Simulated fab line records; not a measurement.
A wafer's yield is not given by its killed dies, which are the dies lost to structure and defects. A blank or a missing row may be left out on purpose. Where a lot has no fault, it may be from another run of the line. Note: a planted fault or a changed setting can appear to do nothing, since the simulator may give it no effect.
Which of the tools did it? ; flow sky130 ; 10 lots with 30 wafers sampled at 4 steps, on a route of 708 steps

== WHAT EACH GAUGE READ, for each wafer ==
SKY_CAP2M_RS_MEAS_03: a four-point-probe measurement.
lot;measured;on;CAP2M_TIN_RS (ohm/sq)
L260;day 39 10:10;film_metro-01;6.80 6.81 6.81
L262;day 40 05:42;film_metro-01;6.87 6.97 6.98
L263;day 40 10:08;film_metro-02;6.99 6.88 6.95
L264;day 41 06:22;film_metro-03;6.84 6.90 6.96
L265;day 41 11:04;film_metro-02;7.05 7.09 6.98
L267;day 41 22:37;film_metro-02;6.82 6.94 6.92
L269;day 42 18:11;film_metro-03;6.92 7.01 6.87
L274;day 43 21:41;film_metro-02;6.90 9.82 6.86
L282;day 46 11:06;film_metro-03;6.95 6.94 6.85
L280;day 46 14:27;film_metro-03;6.97 7.00 6.99

== EACH LOT AND THE TOOL THAT RAN IT (in order: tool; ch and the chambers of the sampled wafers; start) ==
lot;SKY_VIA2_CMP_02;SKY_METAL3_SPUTTER_00;SKY_CAP2M_SPUTTER_02
L260;cmp-01 ch 0,1, day 34 19:43;pvd_sputter-02, day 35 23:59;pvd_sputter-01, day 39 09:59
L262;cmp-01 ch 0,2,3, day 35 15:58;pvd_sputter-02, day 36 21:04;pvd_sputter-02, day 40 05:34
L263;cmp-02 ch 1,2, day 35 22:10;pvd_sputter-03, day 37 02:03;pvd_sputter-02, day 40 10:02
L264;cmp-01 ch 1,2, day 36 18:11;pvd_sputter-01, day 37 23:52;pvd_sputter-02, day 41 06:16
L265;cmp-02 ch 0,1,2, day 37 01:05;pvd_sputter-02, day 38 04:15;pvd_sputter-02, day 41 10:58
L267;cmp-02 ch 0,2,3, day 37 15:32;pvd_sputter-03, day 38 18:05;pvd_sputter-03, day 41 22:31
L269;cmp-02 ch 0,1,3, day 38 08:55;pvd_sputter-02, day 39 12:51;pvd_sputter-02, day 42 18:05
L274;cmp-02 ch 1,2,3, day 39 15:53;pvd_sputter-01, day 40 18:53;pvd_sputter-02, day 43 21:34
L282;cmp-01 ch 1,2, day 42 11:54;pvd_sputter-03, day 43 13:35;pvd_sputter-03, day 46 10:59
L280;cmp-01 ch 0,1,2, day 42 17:05;pvd_sputter-03, day 43 17:59;pvd_sputter-01, day 46 14:20
- SKY_VIA2_CMP_02: polishes SiO2.
- SKY_METAL3_SPUTTER_00: material Ti, target thk 15 nm, time 10 s.
- SKY_CAP2M_SPUTTER_02: material TiN, target thk 200 nm, time 166.7 s.

== THE ANSWER, worked out from the rows above alone ==
Rule: the lots themselves supply what counts as usual. The widest of any qualifying gaps counts: lots, ordered by their means at a reading, are off when they make up no more than a third of the lots, leave a main group of 4 or more, and stand apart from it by 3 or more times the standard deviation of that group's means. A main group is skipped when, at the precision printed for the reading in the tables above, its means are all equal. A lot without any number at a reading at which 4 lots or more have one is off too. All remaining lots with rows at the step are treated as sound.
Off: at SKY_CAP2M_RS_MEAS_03 (CAP2M_TIN_RS), L274. Mean 6.93 ohm/sq and standard deviation 0.061 in the main group.
A tool fits if, at a process step before that reading, it ran every lot that is off, and no sound lot after the first of them. The gauges at SKY_CAP2M_RS_MEAS_03 are tried like those tools. Can't be told from this: 4 tools fit, cmp-02 at SKY_VIA2_CMP_02, pvd_sputter-01 at SKY_METAL3_SPUTTER_00, pvd_sputter-02 at SKY_CAP2M_SPUTTER_02, film_metro-02 at SKY_CAP2M_RS_MEAS_03.

== WHAT HAD BEEN PUT IN BY THE SIMULATOR ==
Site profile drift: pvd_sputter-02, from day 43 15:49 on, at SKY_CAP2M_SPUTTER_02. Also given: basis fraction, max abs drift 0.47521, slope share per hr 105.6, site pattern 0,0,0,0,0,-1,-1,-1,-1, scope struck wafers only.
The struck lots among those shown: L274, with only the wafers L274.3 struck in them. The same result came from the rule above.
